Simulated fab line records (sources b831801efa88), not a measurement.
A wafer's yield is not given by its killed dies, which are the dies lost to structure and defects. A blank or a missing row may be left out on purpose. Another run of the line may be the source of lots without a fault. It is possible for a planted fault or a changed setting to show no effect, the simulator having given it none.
What tool caused it? -- flow sky130 -- 30 wafers from 10 lots sampled at 7 of the route's 708 steps

== WHAT THE GAUGES SHOWED, per wafer ==
SKY_POLY_CUT_OVL_MEAS_09. Usual: for POLY_CUT_OVL the level is 2 nm and the standard deviation is 5.
lot,measured,on,POLY_CUT_OVL (nm),flag
L770,day 24 15:14,overlay-02,-1 -1 -2,
L773,day 25 17:56,overlay-02,2 -1 -3,
L774,day 26 08:50,overlay-02,9 0 8,
L777,day 26 21:29,overlay-02,-8 3 2,
L785,day 29 13:59,overlay-02,-7 -7 -5,
L786,day 30 00:32,overlay-02,-12 -6 -4,
L787,day 30 07:05,overlay-01,5 4 6,
L788,day 30 19:00,overlay-01,11 8 8,
L791,day 31 12:58,overlay-02,4 -2 0,
L792,day 31 19:15,overlay-02,4 3 0,

SKY_SD_N_TW_MEAS_12. Usual: for SD_N_TW the level is 3977 and the standard deviation is 24.
lot,measured,on,SD_N_TW,flag
L770,day 28 06:55,film_metro-02,3964 3980 4006,
L773,day 29 09:18,film_metro-02,3933 3957 3953,
L774,day 29 23:59,film_metro-02,3942 3937 3963,
L777,day 30 11:25,film_metro-02,3964 3943 3953,
L785,day 33 02:23,film_metro-01,3806 3807 3809,OFF
L786,day 33 10:55,film_metro-02,3756 3761 3769,OFF
L787,day 33 18:16,film_metro-01,3997 4019 3998,
L788,day 34 06:04,film_metro-02,3959 3939 3942,
L791,day 34 23:48,film_metro-02,3964 3949 3967,
L792,day 35 04:31,film_metro-01,3990 4025 4017,

SKY_SD_N_RS_MEAS_16: uses a four-point probe to measure. Usual: for SD_N_RS the level is 68.49 ohm/sq and the standard deviation is 0.12.
lot,measured,on,SD_N_RS (ohm/sq),flag
L770,day 28 07:13,film_metro-03,68.41 68.49 68.41,
L773,day 29 09:35,film_metro-01,68.65 68.69 68.67,
L774,day 30 00:16,film_metro-03,68.42 68.40 68.33,
L777,day 30 11:43,film_metro-03,68.41 68.28 68.39,
L785,day 33 02:40,film_metro-03,75.02 74.97 74.94,OFF
L786,day 33 11:15,film_metro-02,75.23 75.30 75.26,OFF
L787,day 33 18:34,film_metro-02,68.68 68.60 68.50,
L788,day 34 06:21,film_metro-02,68.55 68.56 68.53,
L791,day 35 00:05,film_metro-03,68.28 68.34 68.32,
L792,day 35 04:49,film_metro-02,68.57 68.34 68.42,

== EACH LOT AND THE TOOL THAT RAN IT (in order: tool; ch and the chambers of the sampled wafers; start) ==
lot,SKY_LDD_HVN_STRIP_09,SKY_POLY_CUT_ETCH_10,SKY_SD_N_IMPLANT_09,SKY_SD_N_STRIP_11
L770,"plasma_asher-02 ch 0,1, day 20 19:17","rie_diel-01 ch 1,2,3, day 24 15:16","implanter-01 ch 0, day 28 06:32","plasma_asher-04 ch 0,1, day 28 06:49"
L773,"plasma_asher-02 ch 0,1, day 21 22:47","rie_diel-02 ch 1,2,3, day 25 17:58","implanter-01 ch 0, day 29 08:55","plasma_asher-02 ch 0,1, day 29 09:11"
L774,"plasma_asher-02 ch 0,1, day 22 14:46","rie_diel-01 ch 0,3, day 26 08:52","implanter-01 ch 0, day 29 23:35","plasma_asher-04 ch 0,1, day 29 23:52"
L777,"plasma_asher-04 ch 0,1, day 23 03:01","rie_diel-02 ch 0,1,2, day 26 21:31","implanter-03 ch 0, day 30 11:01","plasma_asher-04 ch 0,1, day 30 11:19"
L785,"plasma_asher-04 ch 0,1, day 25 21:10","rie_diel-01 ch 1,2,3, day 29 14:01","implanter-01 ch 0, day 33 01:59","plasma_asher-03 ch 0,1, day 33 02:17"
L786,"plasma_asher-02 ch 0,1, day 26 07:31","rie_diel-02 ch 1,2,3, day 30 00:34","implanter-01 ch 0, day 33 10:31","plasma_asher-04 ch 0, day 33 10:49"
L787,"plasma_asher-04 ch 0,1, day 26 12:46","rie_diel-01 ch 1,2,3, day 30 07:07","implanter-03 ch 0, day 33 17:53","plasma_asher-04 ch 0,1, day 33 18:10"
L788,"plasma_asher-04 ch 0,1, day 26 23:07","rie_diel-02 ch 1,3, day 30 19:02","implanter-03 ch 0, day 34 05:40","plasma_asher-04 ch 1, day 34 05:58"
L791,"plasma_asher-04 ch 0,1, day 27 21:50","rie_diel-01 ch 0,1,2, day 31 12:59","implanter-02 ch 0, day 34 23:25","plasma_asher-04 ch 0,1, day 34 23:41"
L792,"plasma_asher-02 ch 0,1, day 28 05:22","rie_diel-01 ch 0,1,2, day 31 19:16","implanter-02 ch 0, day 35 04:08","plasma_asher-02 ch 0,1, day 35 04:25"
- SKY_LDD_HVN_STRIP_09: strips in O2/N2.
- SKY_POLY_CUT_ETCH_10: etches BARC in N2/H2, stops on SiO2, time 45.9 s, target depth 60 nm.
- SKY_SD_N_IMPLANT_09
- SKY_SD_N_STRIP_11: strips in O2/N2.

== WHAT THE TOOLS THEMSELVES READ (means of the sampled wafers that have a number; where no wafer has one, the mark that the record gives instead) ==
SKY_LDD_HVN_STRIP_09. Usual: drypump_motor_current_A 5.33 A, standard deviation 0.19; oes_product_au 0.408 a.u., standard deviation 0.005; strip_time_to_endpoint_s 4.134 s, standard deviation 0.014.
lot,tool,drypump_motor_current_A (A),oes_product_au (a.u.),strip_time_to_endpoint_s (s),flag
L770,plasma_asher-02,5.62,0.411,4.136,
L773,plasma_asher-02,5.60,0.409,4.146,
L774,plasma_asher-02,5.50,0.415,4.150,
L777,plasma_asher-04,5.18,0.413,4.126,
L785,plasma_asher-04,5.17,0.413,4.134,
L786,plasma_asher-02,5.60,0.406,4.119,
L787,plasma_asher-04,5.17,0.409,4.118,
L788,plasma_asher-04,5.20,0.411,4.144,
L791,plasma_asher-04,5.18,0.409,4.129,
L792,plasma_asher-02,5.49,0.409,4.127,

SKY_POLY_CUT_ETCH_10. Usual: drypump_motor_current_A 5.9 A, standard deviation 0.4; oes_product_au 0.855 a.u., standard deviation 0.005; throttle_valve_pct 13.226 %, standard deviation 0.0093.
lot,tool,drypump_motor_current_A (A),oes_product_au (a.u.),throttle_valve_pct (%),flag
L770,rie_diel-01,5.8,0.859,13.218,
L773,rie_diel-02,6.3,0.857,13.219,
L774,rie_diel-01,5.9,0.855,13.222,
L777,rie_diel-02,6.1,0.854,13.231,
L785,rie_diel-01,5.8,0.856,13.225,
L786,rie_diel-02,6.2,0.853,13.224,
L787,rie_diel-01,5.8,0.857,13.229,
L788,rie_diel-02,6.1,0.852,13.221,
L791,rie_diel-01,5.9,0.856,13.225,
L792,rie_diel-01,5.9,0.852,13.226,

SKY_SD_N_IMPLANT_09. Usual: beam_energy_keV 49.997, standard deviation 0.014; faraday_current_uA 11622, standard deviation 680.
lot,tool,beam_energy_keV,faraday_current_uA,flag
L770,implanter-01,49.998,12050,
L773,implanter-01,49.994,12048,
L774,implanter-01,49.975,11983,
L777,implanter-03,49.999,11934,
L785,implanter-01,41.328,11734,OFF
L786,implanter-01,41.332,11982,OFF
L787,implanter-03,50.012,11931,
L788,implanter-03,50.006,11782,
L791,implanter-02,49.993,10221,
L792,implanter-02,49.989,10205,

SKY_SD_N_STRIP_11. Usual: drypump_motor_current_A 5.5 A, standard deviation 0.39; oes_product_au 0.528 a.u., standard deviation 0.0047; strip_time_to_endpoint_s 22.56 s, standard deviation 0.036.
lot,tool,drypump_motor_current_A (A),oes_product_au (a.u.),strip_time_to_endpoint_s (s),flag
L770,plasma_asher-04,5.2,0.529,22.58,
L773,plasma_asher-02,5.5,0.530,22.57,
L774,plasma_asher-04,5.2,0.529,22.57,
L777,plasma_asher-04,5.2,0.529,22.54,
L785,plasma_asher-03,6.2,0.539,21.28,OFF
L786,plasma_asher-04,5.2,0.548,21.27,OFF
L787,plasma_asher-04,5.2,0.527,22.57,
L788,plasma_asher-04,5.2,0.523,22.53,
L791,plasma_asher-04,5.2,0.531,22.57,
L792,plasma_asher-02,5.5,0.531,22.52,

== THE ANSWER, worked out from the rows above alone ==
Rule: a lot counts as off when the mean over its wafers that have a number is more than 3 standard deviations away from the usual mean. Also off: a lot with no number at a reading for which 4 or more lots have one. Any other lot the step has rows for is counted as sound. The gauges are gone through in route order, then the tools' own readings, and for those a lot's mean is taken as printed above. The first step at which some lot is off is used, and at that step the reading that is off furthest; a lot without a number counts as furthest.
Off: L785, L786, at SKY_SD_N_TW_MEAS_12 (SD_N_TW).
A tool fits if, at a process step before that reading, it ran every lot that is off, and no sound lot after the first of them. The gauges at SKY_SD_N_TW_MEAS_12 aren't tried: what is off there is off at SKY_SD_N_IMPLANT_09 too, on other tools, and a gauge's error can't cause that. One fits: SKY_SD_N_IMPLANT_09 on implanter-01. Its last sound lot is L774 (day 29 23:35), its first lot that is off L785 (day 33 01:59): a fault that began between those two fits.
On the lots that are off, the tool's own readings at SKY_SD_N_IMPLANT_09 differ by more than 5 times the standard deviation of the sound lots' means, which bears it out; beam_energy_keV reads 41.330 there versus 49.996 on the sound lots.

== WHAT THE SIMULATOR PUT IN ==
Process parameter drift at SKY_SD_N_IMPLANT_09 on implanter-01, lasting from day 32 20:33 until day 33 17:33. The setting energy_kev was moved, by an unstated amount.
Lots struck among those shown: L785, L786. The rule above reached the same finding.
